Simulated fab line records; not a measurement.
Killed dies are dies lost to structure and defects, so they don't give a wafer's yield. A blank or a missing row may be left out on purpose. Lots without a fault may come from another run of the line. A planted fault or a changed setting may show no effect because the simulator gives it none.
What tool caused it? | flow sky130 | 18 wafers from 6 lots sampled at 2 of the route's 708 steps

## WHAT EACH GAUGE READ, for each wafer
SKY_LDD_HVN_OVL_MEAS_07.
lot  | measured     | on         | LDD_HVN_OVL (nm)
L872 | day 20 18:15 | overlay-01 | 1.7 -0.5 1.5
L875 | day 21 16:55 | overlay-02 | -1.0 -0.8 -2.2
L878 | day 23 03:19 | overlay-02 | -0.1 -0.9 -1.9
L881 | day 24 06:16 | overlay-02 | 3.7 1.3 2.8
L888 | day 26 14:52 | overlay-01 | 0.0 1.5 1.4
L893 | day 28 02:08 | overlay-02 | -0.9 -0.2 0.3

## WHAT TOOL EACH LOT RAN ON (gives the tool, then ch and the chambers of the sampled wafers, and finally the start)
lot  | SKY_LDD_HVN_EXPOSE_04
L872 | iline stepper-01 ch 0, day 20 03:00
L875 | iline stepper-02 ch 0, day 21 01:49
L878 | iline stepper-02 ch 0, day 22 13:05
L881 | iline stepper-01 ch 0, day 23 15:45
L888 | iline stepper-01 ch 0, day 26 00:11
L893 | iline stepper-02 ch 0, day 27 11:50
- SKY_LDD_HVN_EXPOSE_04: exposes mask HVNTM, target cd 700 nm.

## THE ANSWER, worked out from the rows above alone
Rule: usual is defined by the lots themselves. Put in order of their means at a reading, lots are off if they are a third of the lots or fewer, leave a main group of 4 or more, and stand apart from it by a gap of 3 or more times the standard deviation of the main group's means; of several such gaps the widest counts. Not used: any main group whose means are identical at the precision the tables above print for the reading. Also off: a lot with no number at a reading for which 4 or more lots have one. Any other lot the step has rows for is counted as sound.
No lot is off at any reading shown: from this, nothing can be told.

## WHAT THE SIMULATOR HAD INSERTED
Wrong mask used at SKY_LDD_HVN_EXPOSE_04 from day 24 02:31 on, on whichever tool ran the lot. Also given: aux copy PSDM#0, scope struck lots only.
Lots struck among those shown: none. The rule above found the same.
